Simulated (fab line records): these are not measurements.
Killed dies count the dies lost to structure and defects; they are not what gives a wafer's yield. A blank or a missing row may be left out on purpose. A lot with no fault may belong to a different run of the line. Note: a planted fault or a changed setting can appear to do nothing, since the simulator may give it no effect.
The tool behind it: which one? :: flow gf180mcu :: 42 wafers from 14 lots sampled at 5 of the route's 602 steps

## WHAT THE GAUGES SHOWED, per wafer
GF_POLY_GATE_THK_MEAS_01.
lot: L351
measured: day 8 14:05
on: film-metro-01
POLY_GATE_CVD_00_THK (nm): 196.7 197.7 196.8

lot: L352
measured: day 8 19:10
on: film-metro-01
POLY_GATE_CVD_00_THK (nm): 199.3 198.2 199.2

lot: L353
measured: day 9 00:56
on: film-metro-02
POLY_GATE_CVD_00_THK (nm): 199.6 198.3 198.6

lot: L354
measured: day 9 10:22
on: film-metro-01
POLY_GATE_CVD_00_THK (nm): 204.5 203.8 203.4

lot: L356
measured: day 9 23:37
on: film-metro-02
POLY_GATE_CVD_00_THK (nm): 197.8 196.1 197.1

lot: L358
measured: day 10 10:09
on: film-metro-02
POLY_GATE_CVD_00_THK (nm): 198.2 201.1 200.4

lot: L359
measured: day 10 17:43
on: film-metro-02
POLY_GATE_CVD_00_THK (nm): 202.0 201.1 200.7

lot: L362
measured: day 11 15:59
on: film-metro-01
POLY_GATE_CVD_00_THK (nm): 202.9 205.5 203.6

lot: L363
measured: day 11 20:58
on: film-metro-04
POLY_GATE_CVD_00_THK (nm): 201.5 200.8 202.4

lot: L365
measured: day 12 11:12
on: film-metro-02
POLY_GATE_CVD_00_THK (nm): 198.1 198.3 197.1

lot: L366
measured: day 12 22:35
on: film-metro-01
POLY_GATE_CVD_00_THK (nm): 200.4 199.2 199.3

lot: L367
measured: day 13 03:02
on: film-metro-02
POLY_GATE_CVD_00_THK (nm): 197.1 195.7 195.0

lot: L372
measured: day 14 12:52
on: film-metro-04
POLY_GATE_CVD_00_THK (nm): 204.3 202.4 203.0

lot: L374
measured: day 15 04:56
on: film-metro-02
POLY_GATE_CVD_00_THK (nm): 200.0 200.8 199.8

GF_HV_LDD_CD_MEAS_19: the cd target is 400 nm.
lot: L351
measured: day 10 20:29
on: cd-sem-02
cd-nm (nm): 401.4 401.8 400.7

lot: L352
measured: day 11 01:31
on: cd-sem-02
cd-nm (nm): 402.4 401.3 399.2

lot: L353
measured: day 11 06:56
on: cd-sem-02
cd-nm (nm): 393.5 394.1 395.8

lot: L354
measured: day 11 17:10
on: cd-sem-01
cd-nm (nm): 398.8 398.6 399.7

lot: L356
measured: day 12 08:19
on: cd-sem-02
cd-nm (nm): 398.2 400.9 402.7

lot: L358
measured: day 12 20:12
on: cd-sem-01
cd-nm (nm): 399.8 401.2 402.0

lot: L359
measured: day 13 05:33
on: cd-sem-02
cd-nm (nm): 400.6 397.4 399.2

lot: L362
measured: day 14 05:20
on: cd-sem-01
cd-nm (nm): 399.4 399.2 398.8

lot: L363
measured: day 14 13:41
on: cd-sem-01
cd-nm (nm): 406.0 404.5 406.5

lot: L365
measured: day 15 02:58
on: cd-sem-02
cd-nm (nm): 399.3 401.6 399.6

lot: L366
measured: day 15 15:13
on: cd-sem-02
cd-nm (nm): 401.7 399.9 401.3

lot: L367
measured: day 15 20:29
on: cd-sem-01
cd-nm (nm): 406.8 406.7 406.8

lot: L372
measured: day 17 10:20
on: cd-sem-01
cd-nm (nm): 403.1 404.3 402.5

lot: L374
measured: day 18 03:56
on: cd-sem-02
cd-nm (nm): 402.1 404.8 402.7

GF_HV_LDD_TW_MEAS_23.
lot: L351
measured: day 10 20:53
on: film-metro-04
HV_LDD_2_TW: 1068 1066 1059

lot: L352
measured: day 11 01:55
on: film-metro-03
HV_LDD_2_TW: 1070 1083 1072

lot: L353
measured: day 11 07:20
on: film-metro-04
HV_LDD_2_TW: 1053 1060 1048

lot: L354
measured: day 11 17:34
on: film-metro-04
HV_LDD_2_TW: 1056 1052 1055

lot: L356
measured: day 12 08:43
on: film-metro-03
HV_LDD_2_TW: 1081 1081 1079

lot: L358
measured: day 12 20:35
on: film-metro-03
HV_LDD_2_TW: 1083 1078 1080

lot: L359
measured: day 13 05:58
on: film-metro-04
HV_LDD_2_TW: 1053 1055 1058

lot: L362
measured: day 14 05:44
on: film-metro-01
HV_LDD_2_TW: 1068 1073 1067

lot: L363
measured: day 14 14:05
on: film-metro-03
HV_LDD_2_TW: 1081 1077 1069

lot: L365
measured: day 15 03:21
on: film-metro-01
HV_LDD_2_TW: 1074 1078 1075

lot: L366
measured: day 15 15:36
on: film-metro-03
HV_LDD_2_TW: 1069 1079 1080

lot: L367
measured: day 15 21:14
on: film-metro-03
HV_LDD_2_TW: 1332 1339 1335

lot: L372
measured: day 17 11:03
on: film-metro-04
HV_LDD_2_TW: 1317 1323 1316

lot: L374
measured: day 18 04:19
on: film-metro-01
HV_LDD_2_TW: 1085 1085 1083

GF_HV_LDD_CD_MEAS_46: the cd target is 400 nm.
lot: L351
measured: day 12 10:59
on: cd-sem-01
cd-nm (nm): 399.5 399.2 400.2

lot: L352
measured: day 12 16:11
on: cd-sem-02
cd-nm (nm): 402.6 399.8 400.5

lot: L353
measured: day 12 21:25
on: cd-sem-02
cd-nm (nm): 392.5 395.0 395.0

lot: L354
measured: day 13 07:40
on: cd-sem-02
cd-nm (nm): 405.2 404.7 403.4

lot: L356
measured: day 14 01:07
on: cd-sem-02
cd-nm (nm): 401.5 402.4 401.4

lot: L358
measured: day 14 15:03
on: cd-sem-01
cd-nm (nm): 400.4 398.6 400.5

lot: L359
measured: day 15 00:45
on: cd-sem-02
cd-nm (nm): 403.2 402.6 400.2

lot: L362
measured: day 16 02:32
on: cd-sem-02
cd-nm (nm): 400.4 400.2 398.8

lot: L363
measured: day 16 11:16
on: cd-sem-01
cd-nm (nm): 399.8 398.1 400.4

lot: L365
measured: day 17 01:52
on: cd-sem-02
cd-nm (nm): 399.3 398.8 397.1

lot: L366
measured: day 17 14:18
on: cd-sem-01
cd-nm (nm): 402.4 401.6 400.2

lot: L367
measured: day 17 19:35
on: cd-sem-01
cd-nm (nm): 402.3 401.0 398.7

lot: L372
measured: day 19 10:47
on: cd-sem-02
cd-nm (nm): 399.7 399.8 402.0

lot: L374
measured: day 20 05:26
on: cd-sem-01
cd-nm (nm): 400.0 400.2 399.7

## EACH LOT AND THE TOOL THAT RAN IT (in order: tool; ch and the chambers of the sampled wafers; start)
lot: L351
GF_HV_LDD_IMPLANT_21: implanter-04 ch 0, day 10 20:38

lot: L352
GF_HV_LDD_IMPLANT_21: implanter-01 ch 0, day 11 01:40

lot: L353
GF_HV_LDD_IMPLANT_21: implanter-01 ch 0, day 11 07:05

lot: L354
GF_HV_LDD_IMPLANT_21: implanter-04 ch 0, day 11 17:19

lot: L356
GF_HV_LDD_IMPLANT_21: implanter-01 ch 0, day 12 08:28

lot: L358
GF_HV_LDD_IMPLANT_21: implanter-02 ch 0, day 12 20:22

lot: L359
GF_HV_LDD_IMPLANT_21: implanter-02 ch 0, day 13 05:43

lot: L362
GF_HV_LDD_IMPLANT_21: implanter-01 ch 0, day 14 05:29

lot: L363
GF_HV_LDD_IMPLANT_21: implanter-04 ch 0, day 14 13:50

lot: L365
GF_HV_LDD_IMPLANT_21: implanter-04 ch 0, day 15 03:08

lot: L366
GF_HV_LDD_IMPLANT_21: implanter-02 ch 0, day 15 15:23

lot: L367
GF_HV_LDD_IMPLANT_21: implanter-04 ch 0, day 15 20:39

lot: L372
GF_HV_LDD_IMPLANT_21: implanter-04 ch 0, day 17 10:29

lot: L374
GF_HV_LDD_IMPLANT_21: implanter-04 ch 0, day 18 04:07
- GF_HV_LDD_IMPLANT_21

## AS READ BY THE TOOLS THEMSELVES (means over the sampled wafers that have a number; for cases with no such wafer, the mark the record gives instead)
GF_HV_LDD_IMPLANT_21.
lot: L351
tool: implanter-04
dose-ions-cm2: 5.173e+13

lot: L352
tool: implanter-01
dose-ions-cm2: 5.166e+13

lot: L353
tool: implanter-01
dose-ions-cm2: 5.165e+13

lot: L354
tool: implanter-04
dose-ions-cm2: 5.167e+13

lot: L356
tool: implanter-01
dose-ions-cm2: 5.167e+13

lot: L358
tool: implanter-02
dose-ions-cm2: 5.165e+13

lot: L359
tool: implanter-02
dose-ions-cm2: 5.181e+13

lot: L362
tool: implanter-01
dose-ions-cm2: 5.173e+13

lot: L363
tool: implanter-04
dose-ions-cm2: 5.161e+13

lot: L365
tool: implanter-04
dose-ions-cm2: 5.159e+13

lot: L366
tool: implanter-02
dose-ions-cm2: 5.160e+13

lot: L367
tool: implanter-04
dose-ions-cm2: 5.169e+13

lot: L372
tool: implanter-04
dose-ions-cm2: 5.174e+13

lot: L374
tool: implanter-04
dose-ions-cm2: 5.168e+13

## THE ANSWER, worked out from the rows above alone
Rule: usual is defined by the lots themselves. Put in order of their means at a reading, lots are off if they are a third of the lots or fewer, leave a main group of 4 or more, and stand apart from it by a gap of 3 or more times the standard deviation of the main group's means; of several such gaps the widest counts. The tables above print the reading to a certain number of digits; a main group whose means all agree to those digits is not used. A lot without any number at a reading at which 4 lots or more have one is off too. Where the step has rows for the other lots, those lots are counted as sound. The gauges are gone through in route order, then the tools' own readings, and for those a lot's mean is taken as printed above. The first step at which some lot is off is used, and at that step the reading that is off furthest; a lot without a number counts as furthest.
Off: L367, L372, seen at GF_HV_LDD_TW_MEAS_23 (HV_LDD_2_TW). Mean 1070 and standard deviation 10 in the main group.
If a tool, at a process step before that reading, ran all the lots that are off and no sound lot after the first of them, it fits. Gauges at GF_HV_LDD_TW_MEAS_23: tried the same way as those tools. Of those tried, none fits.

## WHAT THE SIMULATOR HAD PUT IN
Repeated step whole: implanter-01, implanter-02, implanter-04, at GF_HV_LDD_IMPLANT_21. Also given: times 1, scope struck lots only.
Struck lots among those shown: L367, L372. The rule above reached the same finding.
